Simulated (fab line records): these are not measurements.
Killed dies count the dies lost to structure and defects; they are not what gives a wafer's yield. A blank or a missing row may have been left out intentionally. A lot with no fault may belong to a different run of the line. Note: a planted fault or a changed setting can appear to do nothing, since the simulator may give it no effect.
Chamber matching / flow gf180mcu / 4 sister chambers for GF_CONTACT_ETCH_16 on rieDiel-01
The step etches BARC in N2/H2. 16 wafers are shown with their chamber, then 8 later ones without.

EACH WAFER AND ITS CHAMBER
wafer=L176.2; chamber=0; rfFwdPowerW (W)=493.6; throttleValvePct (%)=13.236; n2FlowSccm (sccm)=99.5
wafer=L176.5; chamber=2; rfFwdPowerW (W)=495.2; throttleValvePct (%)=13.235; n2FlowSccm (sccm)=100.1
wafer=L176.6; chamber=1; rfFwdPowerW (W)=490.9; throttleValvePct (%)=13.225; n2FlowSccm (sccm)=100.1
wafer=L177.1; chamber=0; rfFwdPowerW (W)=492.2; throttleValvePct (%)=13.235; n2FlowSccm (sccm)=100.3
wafer=L177.3; chamber=3; rfFwdPowerW (W)=495.4; throttleValvePct (%)=13.229; n2FlowSccm (sccm)=100.8
wafer=L177.5; chamber=2; rfFwdPowerW (W)=496.7; throttleValvePct (%)=13.217; n2FlowSccm (sccm)=100.3
wafer=L184.2; chamber=2; rfFwdPowerW (W)=494.4; throttleValvePct (%)=13.233; n2FlowSccm (sccm)=100.1
wafer=L184.3; chamber=3; rfFwdPowerW (W)=494.3; throttleValvePct (%)=13.220; n2FlowSccm (sccm)=100.3
wafer=L184.6; chamber=1; rfFwdPowerW (W)=490.6; throttleValvePct (%)=13.216; n2FlowSccm (sccm)=99.7
wafer=L187.1; chamber=2; rfFwdPowerW (W)=492.6; throttleValvePct (%)=13.226; n2FlowSccm (sccm)=99.8
wafer=L187.3; chamber=1; rfFwdPowerW (W)=493.1; throttleValvePct (%)=13.242; n2FlowSccm (sccm)=99.2
wafer=L187.5; chamber=1; rfFwdPowerW (W)=490.6; throttleValvePct (%)=13.219; n2FlowSccm (sccm)=99.7
wafer=L192.1; chamber=0; rfFwdPowerW (W)=492.4; throttleValvePct (%)=13.236; n2FlowSccm (sccm)=100.1
wafer=L192.2; chamber=2; rfFwdPowerW (W)=494.1; throttleValvePct (%)=13.215; n2FlowSccm (sccm)=99.9
wafer=L192.6; chamber=3; rfFwdPowerW (W)=494.0; throttleValvePct (%)=13.236; n2FlowSccm (sccm)=99.8
wafer=L193.2; chamber=3; rfFwdPowerW (W)=495.5; throttleValvePct (%)=13.224; n2FlowSccm (sccm)=99.3

SIGNATURES, as means of the wafers listed above
reading=rfFwdPowerW; chamber 0=492.733; chamber 1=491.300; chamber 2=494.600; chamber 3=494.800; scatter within a chamber=1.17
reading=throttleValvePct; chamber 0=13.23567; chamber 1=13.22550; chamber 2=13.22520; chamber 3=13.22725; scatter within a chamber=0.00855
reading=n2FlowSccm; chamber 0=99.967; chamber 1=99.675; chamber 2=100.040; chamber 3=100.050; scatter within a chamber=0.424
Rule: a wafer lies at a distance from a chamber equal to the root of the sum of squares, over the readings, of (its reading less the chamber's mean, divided by the reading's scatter). If the next closest chamber is less than 2 further off than the closest, the wafer can't be placed; otherwise it belongs to the closest. The scatter: take each reading less its chamber's mean, square it, sum over the shown wafers, divide by the number of wafers less the number of chambers, and take the root.

WAFERS WITHOUT THEIR CHAMBER
wafer=L193.4; rfFwdPowerW (W)=491.6; throttleValvePct (%)=13.235; n2FlowSccm (sccm)=99.6
wafer=L193.5; rfFwdPowerW (W)=492.0; throttleValvePct (%)=13.222; n2FlowSccm (sccm)=99.7
wafer=L194.4; rfFwdPowerW (W)=494.2; throttleValvePct (%)=13.234; n2FlowSccm (sccm)=99.7
wafer=L194.5; rfFwdPowerW (W)=494.8; throttleValvePct (%)=13.227; n2FlowSccm (sccm)=99.8
wafer=L194.6; rfFwdPowerW (W)=493.3; throttleValvePct (%)=13.222; n2FlowSccm (sccm)=100.0
wafer=L195.1; rfFwdPowerW (W)=491.3; throttleValvePct (%)=13.222; n2FlowSccm (sccm)=100.5
wafer=L195.3; rfFwdPowerW (W)=494.0; throttleValvePct (%)=13.235; n2FlowSccm (sccm)=99.7
wafer=L195.4; rfFwdPowerW (W)=490.8; throttleValvePct (%)=13.216; n2FlowSccm (sccm)=99.8

CHAMBER TAKEN BY EACH
wafer=L193.4; from the rows above=can't be placed: 1 or 0 or 2 or 3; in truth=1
wafer=L193.5; from the rows above=can't be placed: 1 or 0 or 2 or 3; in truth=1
wafer=L194.4; from the rows above=can't be placed: 3 or 2 or 0 or 1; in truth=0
wafer=L194.5; from the rows above=can't be placed: 3 or 2 or 0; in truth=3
wafer=L194.6; from the rows above=can't be placed: 2 or 3 or 0 or 1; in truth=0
wafer=L195.1; from the rows above=can't be placed: 1 or 0 or 2 or 3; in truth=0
wafer=L195.3; from the rows above=can't be placed: 0 or 3 or 2 or 1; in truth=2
wafer=L195.4; from the rows above=can't be placed: 1 or 0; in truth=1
0 of 8 placed correctly. Can't be placed from these rows: 8 (the true chamber is among the candidates in 8). Placed wrongly: 0.
